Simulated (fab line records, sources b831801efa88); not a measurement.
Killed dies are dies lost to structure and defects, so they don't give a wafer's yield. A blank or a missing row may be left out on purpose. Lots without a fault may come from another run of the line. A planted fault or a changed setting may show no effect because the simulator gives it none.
Problem report in the 8D (eight disciplines) form, filled by code | flow sky130 | the parts of the form that need people (team, actions taken, sign-off) are left out

1. THE PROBLEM
oes_product_au at SKY_LOCAL_INTERCONNECT_ETCH_13 reads a mean of 0.893 a.u. on 2 wafers of 2 lots; wafers without a fault read 0.854 a.u. with a standard deviation of 0.0048. That is +8.2 standard deviations from the usual mean.
The step: etches BARC in N2/H2, stops on SiO2, time 45.9 s, target depth 60 nm.
First seen on wafer L295.3, day 36 01:13, on rie_metal-03. The record holds 34 wafers of 12 lots with a number at this step. Rule for "out", or "out of limits": more than 4 standard deviations from the usual mean. The other wafers with a number count as sound.

2. WHAT IT IS AND WHAT IT IS NOT
question                    | is                         | is not
which readings at this step | oes_product_au             | drypump_motor_current_A
which lots                  | L295, L296                 | L280, L283, L284, L285, L287, L297, L298, L301, L302, L303
which wafers of those lots  | L295.3, L296.3             | L295.5, L296.5
read on which tools         | rie_metal-02, rie_metal-03 | rie_metal-04
when                        | from day 36 01:13          | up to then (16 sound wafers); but 16 sound wafers of L296, L297, L298, L301, L302, L303 came after

3. SUSPECTS, AND WHAT RULES EACH OUT
Counting: a tool at a process step up to the reading stays a suspect if it ran every lot that is out. Sound lots after the first of them don't rule it out here, since some wafers of a struck lot are sound.
- litho_track-04 at SKY_LOCAL_INTERCONNECT_COAT_05 (resist thk 60 nm): kept. It ran every lot that is out, first L295 (day 35 11:02); its last sound lot up to then is L284 (day 32 01:01).
Left after counting: litho_track-04 at SKY_LOCAL_INTERCONNECT_COAT_05.

4. THE CAUSE (what the simulator had put in)
Process parameter drift: litho_track-04, from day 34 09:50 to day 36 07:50, at SKY_LOCAL_INTERCONNECT_COAT_05. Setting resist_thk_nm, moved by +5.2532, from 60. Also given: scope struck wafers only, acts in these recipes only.
Counting left only this tool.

5. THE CHAIN OF EFFECTS, in route order
Each row: a reading whose mean over the struck wafers that have a number lies more than 3 standard deviations from the usual. Only readings for which the record gives a usual standard deviation are gone through. hours: the time from each lot's start at the first step in this table that gives one to its start at this step, as a median over the lots. sigmas: the change in usual standard deviations.
hours | step                            | reading                  | usual      | on struck wafers | change | sigmas
0     | SKY_LOCAL_INTERCONNECT_ETCH_13  | oes_product_au           | 0.854 a.u. | 0.893            | +0.039 | +8.2
0     | SKY_LOCAL_INTERCONNECT_STRIP_15 | strip_time_to_endpoint_s | 4.749 s    | 4.822            | +0.073 | +3.3
The process steps in it:
- SKY_LOCAL_INTERCONNECT_ETCH_13: etches BARC in N2/H2, stops on SiO2, time 45.9 s, target depth 60 nm.
- SKY_LOCAL_INTERCONNECT_STRIP_15: strips in O2/N2.
Later measuring or inspecting steps at which every struck wafer that the step has a row for has a number for every such reading, and none has moved that far: SKY_VIA1_OVL_MEAS_13, SKY_METAL3_CD_MEAS_13.

6. WHAT WOULD HAVE CAUGHT IT SOONER
In this record the first reading out of limits was taken at day 36 01:13, 39 hours after the fault began at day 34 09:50.
All the lots that are out (2) had begun SKY_LOCAL_INTERCONNECT_COAT_05 on litho_track-04 by day 36 01:13. A hold on the tool at that time would have spared none of them.
